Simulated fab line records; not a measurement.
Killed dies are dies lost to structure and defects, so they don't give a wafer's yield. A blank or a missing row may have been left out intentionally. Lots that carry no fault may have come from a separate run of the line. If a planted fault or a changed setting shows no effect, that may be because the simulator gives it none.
A lot that was struck, set against a sound lot / flow sky130 / 29 steps out of a route of 708
Sound: these wafers, L966.3, L966.4, L966.5. Struck: wafer L976.6 (left out: L976.3, L976.4 of the same lot, which were not struck); the cause appears at the end.
For every step that has rows: the tool of each side, followed by ch and its chambers, followed by its first start. Under that, the readings that differ: sound wafers / struck wafers / difference of the means / sigmas: that difference in standard deviations of wafers without a fault.
alike: same words and numbers on both sides, and readings whose means sit less than 2 such deviations apart. not compared: any withheld reading, any reading some wafer has no value for, any bound like >300 that may hide the same value, and any number with overlapping values for which the record gives no deviation.
A row with sigmas, a row that says differs or no value, or rows on one side alone: a step with any of these is where the two part. Non-overlapping numbers with no deviation appear without sigmas and do not part them. Lack of a reading on every wafer of one side parts them only where that side has two or more wafers.

first, 8 steps without rows for these wafers: SKY_LOCAL_INTERCONNECT_DEHYDRATE_03 (time 60 s); SKY_LOCAL_INTERCONNECT_HMDS_04 (prime time 60 s); SKY_LOCAL_INTERCONNECT_COAT_05 (resist thk 60 nm); SKY_LOCAL_INTERCONNECT_COAT_06 (resist thk 450 nm); SKY_LOCAL_INTERCONNECT_SOFTBAKE_07 (time 90 s); SKY_LOCAL_INTERCONNECT_EXPOSE_08 (exposes mask LI1M, target cd 170 nm); SKY_LOCAL_INTERCONNECT_PEB_09; SKY_LOCAL_INTERCONNECT_DEVELOP_10 (develop time 60 s).
SKY_LOCAL_INTERCONNECT_ETCH_13: etches BARC in N2/H2, stops on SiO2, time 45.9 s, target depth 60 nm.
  sound on rie metal-02 ch 0,1, day 32 21:44; struck on rie metal-02 ch 1, day 36 07:48
reading=oes product au (a.u.); sound=0.856 0.849 0.855; struck=0.808; difference=-0.045; sigmas=-9
reading=model.KrF-thick_of_LOCAL_INTERCONNECT_COAT_06.thk nm (nm); sound=393.4 395.1 394.4; struck=407.6; difference=+13.3; sigmas=
reading=model.etch.depth nm (nm); sound=59.84 59.66 60.01; struck=52.77; difference=-7.07; sigmas=
reading=model.LOCAL_INTERCONNECT.cd nm (nm); sound=169.7 169 169.4; struck=172.2; difference=+2.8; sigmas=
  alike: bias w, drypump motor current A, throttle valve pct
  not compared: rf hours counter h
SKY_LOCAL_INTERCONNECT_METAL_ETCH_14: etches TiN in Cl2/BCl3, stops on PSG, target depth 110 nm, time 31.4 s.
  sound on rie metal-02 ch 0,1, day 32 21:47; struck on rie metal-02 ch 1, day 36 07:52
reading=mfc cl2 sccm (sccm); sound=59.86 60.24 60.16; struck=59.76; difference=-0.33; sigmas=-2
reading=oes product au (a.u.); sound=0.941 0.941 0.939; struck=0.370; difference=-0.570; sigmas=-71
reading=throttle valve pct (%); sound=21.899 21.895 21.892; struck=22.266; difference=+0.371; sigmas=+37
reading=model.KrF-thick_of_LOCAL_INTERCONNECT_COAT_06.thk nm (nm); sound=348.3 350.6 350; struck=363; difference=+13; sigmas=
reading=model.LOCAL_INTERCONNECT.cd nm (nm); sound=170.6 168.3 168.5; struck=172.1; difference=+3.0; sigmas=
  alike: bias w, drypump motor current A
  not compared: rf hours counter h
SKY_LOCAL_INTERCONNECT_STRIP_15: strips in O2/N2.
  sound on plasma asher-03 ch 0,1, day 32 21:52; struck on plasma asher-03 ch 0, day 36 07:56
reading=strip time to endpoint s (s); sound=4.695 4.715 4.724; struck=4.879; difference=+0.168; sigmas=+8
  alike: drypump motor current A, oes product au
  not compared: rf hours counter h
then, 14 steps without rows for these wafers: SKY_LOCAL_INTERCONNECT_STRIP_16 (strips in post etch residue remover, time 1200 s); SKY_LOCAL_INTERCONNECT_CLEAN_17 (cleans in IPA, time 180 s); SKY_LOCAL_INTERCONNECT_CLEAN_18 (cleans in O3/DIW); SKY_CONTACT_CVD_00 (deposits Si3N4, target thk 75 nm); SKY_CONTACT_HDPCVD_02 (deposits SiO2, target thk 565 nm, time 94.2 s); SKY_CONTACT_CMP_04 (polishes SiO2); SKY_CONTACT_DEHYDRATE_06 (time 60 s); SKY_CONTACT_HMDS_07 (prime time 60 s); SKY_CONTACT_COAT_08 (resist thk 60 nm); SKY_CONTACT_COAT_09 (resist thk 450 nm); SKY_CONTACT_SOFTBAKE_10 (time 90 s); SKY_CONTACT_EXPOSE_11 (exposes mask CTM1, target cd 170 nm); SKY_CONTACT_PEB_12; SKY_CONTACT_DEVELOP_13 (develop time 60 s).
SKY_CONTACT_CD_MEAS_14: target cd 170 nm.
  struck on cd sem-02, day 37 10:33; sound on cd sem-02, day 34 01:11
  not compared: cd nm
SKY_CONTACT_OVL_MEAS_15:
  struck on overlay-01, day 37 10:38; sound on overlay-01, day 34 01:17
  not compared: CONTACT_OVL
then, 1 step without rows for these wafers: SKY_CONTACT_ETCH_16 (etches BARC in N2/H2, stops on SiO2, time 45.9 s, target depth 60 nm).
-- the record jumps here: 13 days lie between the struck wafers' starts before and after (it left off in module CONTACT and takes up again in module PAD_OPEN, whose first step shown is number 708 of the route) --
SKY_PAD_OPEN_PROBE_99:
  struck on prober-02, day 50 03:08; sound on prober-02, day 47 18:29
reading=killed_at_M0_to_M3; sound=62 46 52; struck=239; difference=+186; sigmas=+29
reading=killed_at_M4_up; sound=5 2 1; struck=81; difference=+78; sigmas=+52
reading=killed at contacts; sound=32 23 24; struck=94; difference=+68; sigmas=+13
reading=killed at other; sound=0 1 1; struck=66; difference=+65; sigmas=+99 or more
reading=killed dies; sound=115 89 88; struck=492; difference=+395; sigmas=+42
reading=killed on rim; sound=27 14 15; struck=96; difference=+77; sigmas=+20
  alike: killed at front end, killed open, killed short

WHERE THEY PART
Last at SKY_PAD_OPEN_PROBE_99 as far as this record goes, first at SKY_LOCAL_INTERCONNECT_ETCH_13.

WHY: what had been put in by the simulator
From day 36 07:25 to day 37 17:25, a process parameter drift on rie metal-02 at SKY_LOCAL_INTERCONNECT_ETCH_13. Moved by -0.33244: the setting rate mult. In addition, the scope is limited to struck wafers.
